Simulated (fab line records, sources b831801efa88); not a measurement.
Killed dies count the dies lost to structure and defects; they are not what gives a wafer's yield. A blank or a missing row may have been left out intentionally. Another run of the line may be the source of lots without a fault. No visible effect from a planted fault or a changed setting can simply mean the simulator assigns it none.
Which of the tools did it? | flow gf180mcu | 39 wafers from 13 lots sampled at 4 of the route's 602 steps

WHAT THE GAUGES SHOWED, per wafer
GF_MIM_THK_MEAS_11: measures by xrf.
lot  | measured     | on            | MIM_ALCU_THK (nm)
L892 | day 24 10:37 | film metro-01 | 198.0 193.7 195.3
L893 | day 24 21:21 | film metro-01 | 196.0 196.2 196.6
L895 | day 25 10:40 | film metro-03 | 192.6 195.7 193.3
L894 | day 25 12:35 | film metro-02 | 195.8 197.8 197.5
L896 | day 25 18:11 | film metro-03 | 192.4 198.8 192.1
L897 | day 26 12:32 | film metro-03 | 195.2 194.2 198.0
L898 | day 26 13:42 | film metro-03 | 194.7 194.2 192.3
L907 | day 29 08:40 | film metro-01 | 192.8 195.4 194.6
L908 | day 29 13:02 | film metro-03 | 196.8 195.7 194.3
L909 | day 29 20:43 | film metro-01 | 199.9 196.5 196.6
L910 | day 30 03:37 | film metro-01 | 195.6 197.7 193.2
L913 | day 31 06:19 | film metro-02 | 201.5 201.3 201.2
L915 | day 31 11:08 | film metro-02 | 197.6 199.2 200.4

GF_V5_CD_MEAS_14: the cd target is 260 nm.
lot  | measured     | on        | cd nm (nm)
L892 | day 27 04:29 | cd sem-02 | 259.2 259.1 258.6
L893 | day 27 14:16 | cd sem-02 | 258.4 258.9 258.9
L895 | day 28 01:11 | cd sem-02 | 260.8 261.3 259.9
L894 | day 28 04:02 | cd sem-01 | 260.7 261.9 261.6
L896 | day 28 09:01 | cd sem-02 | 261.2 270.1 268.8 261.3 269.7 268.8
L897 | day 29 01:47 | cd sem-01 | 260.0 267.6 267.2 259.7 267.9 267.4
L898 | day 29 03:50 | cd sem-02 | 259.8 268.1 259.6 259.6 267.8 259.7
L907 | day 31 16:28 | cd sem-01 | 261.9 261.0 261.6
L908 | day 31 20:40 | cd sem-01 | 259.0 260.2 259.0
L909 | day 32 03:53 | cd sem-02 | 261.8 260.1 258.4
L910 | day 32 09:04 | cd sem-01 | 262.3 262.5 262.9
L913 | day 33 10:05 | cd sem-02 | 260.3 259.2 259.0
L915 | day 33 14:16 | cd sem-01 | 261.0 261.3 260.8

EACH LOT AND THE TOOL THAT RAN IT (in order: tool; ch and the chambers of the sampled wafers; start)
lot  | GF_MIM_SPUTTER_09            | GF_V5_EXPOSE_11
L892 | pvd sputter-04, day 24 10:28 | krf scanner-02 ch 0, day 26 18:02
L893 | pvd sputter-04, day 24 21:10 | krf scanner-01 ch 0, day 27 04:18
L895 | pvd sputter-03, day 25 10:31 | krf scanner-01 ch 0, day 27 15:34
L894 | pvd sputter-03, day 25 12:26 | krf scanner-01 ch 0, day 27 18:10
L896 | pvd sputter-03, day 25 18:02 | krf scanner-01 ch 0, day 27 23:17
L897 | pvd sputter-03, day 26 12:22 | krf scanner-01 ch 0, day 28 16:20
L898 | pvd sputter-04, day 26 13:32 | krf scanner-01 ch 0, day 28 18:02
L907 | pvd sputter-04, day 29 08:31 | krf scanner-01 ch 0, day 31 07:56
L908 | pvd sputter-04, day 29 12:53 | krf scanner-02 ch 0, day 31 12:07
L909 | pvd sputter-03, day 29 20:34 | krf scanner-01 ch 0, day 31 19:50
L910 | pvd sputter-03, day 30 03:28 | krf scanner-01 ch 0, day 32 00:50
L913 | pvd sputter-03, day 31 06:10 | krf scanner-01 ch 0, day 33 02:17
L915 | pvd sputter-04, day 31 10:58 | krf scanner-01 ch 0, day 33 07:02
- GF_MIM_SPUTTER_09: material TiN, target thk 35 nm, time 29.2 s.
- GF_V5_EXPOSE_11: exposes mask Via5, target cd 260 nm.

AS READ BY THE TOOLS THEMSELVES (means over the sampled wafers that have a number; for cases with no such wafer, the mark the record gives instead)
GF_MIM_SPUTTER_09.
lot  | tool           | throttle valve pct (%)
L892 | pvd sputter-04 | 30.6
L893 | pvd sputter-04 | 31.1
L895 | pvd sputter-03 | 30.2
L894 | pvd sputter-03 | 30.2
L896 | pvd sputter-03 | 30.3
L897 | pvd sputter-03 | 30.4
L898 | pvd sputter-04 | 30.8
L907 | pvd sputter-04 | 30.9
L908 | pvd sputter-04 | 30.7
L909 | pvd sputter-03 | 29.9
L910 | pvd sputter-03 | 30.5
L913 | pvd sputter-03 | 30.7
L915 | pvd sputter-04 | 30.9

THE ANSWER, worked out from the rows above alone
Rule: what is usual is taken from the lots themselves. Put in order of their means at a reading, lots are off if they are a third of the lots or fewer, leave a main group of 4 or more, and stand apart from it by a gap of 3 or more times the standard deviation of the main group's means; of several such gaps the widest counts. A main group is skipped when, at the precision printed for the reading in the tables above, its means are all equal. A lot without any number at a reading at which 4 lots or more have one is off too. Where the step has rows for the other lots, those lots are counted as sound. First the gauges in route order, then the tools' own readings, where a lot's mean is used as printed above. The first step at which some lot is off is used, and at that step the reading that is off furthest; a lot without a number counts as furthest.
Nothing can be told from this: no lot is off at any reading shown.

WHAT WAS PUT IN BY THE SIMULATOR
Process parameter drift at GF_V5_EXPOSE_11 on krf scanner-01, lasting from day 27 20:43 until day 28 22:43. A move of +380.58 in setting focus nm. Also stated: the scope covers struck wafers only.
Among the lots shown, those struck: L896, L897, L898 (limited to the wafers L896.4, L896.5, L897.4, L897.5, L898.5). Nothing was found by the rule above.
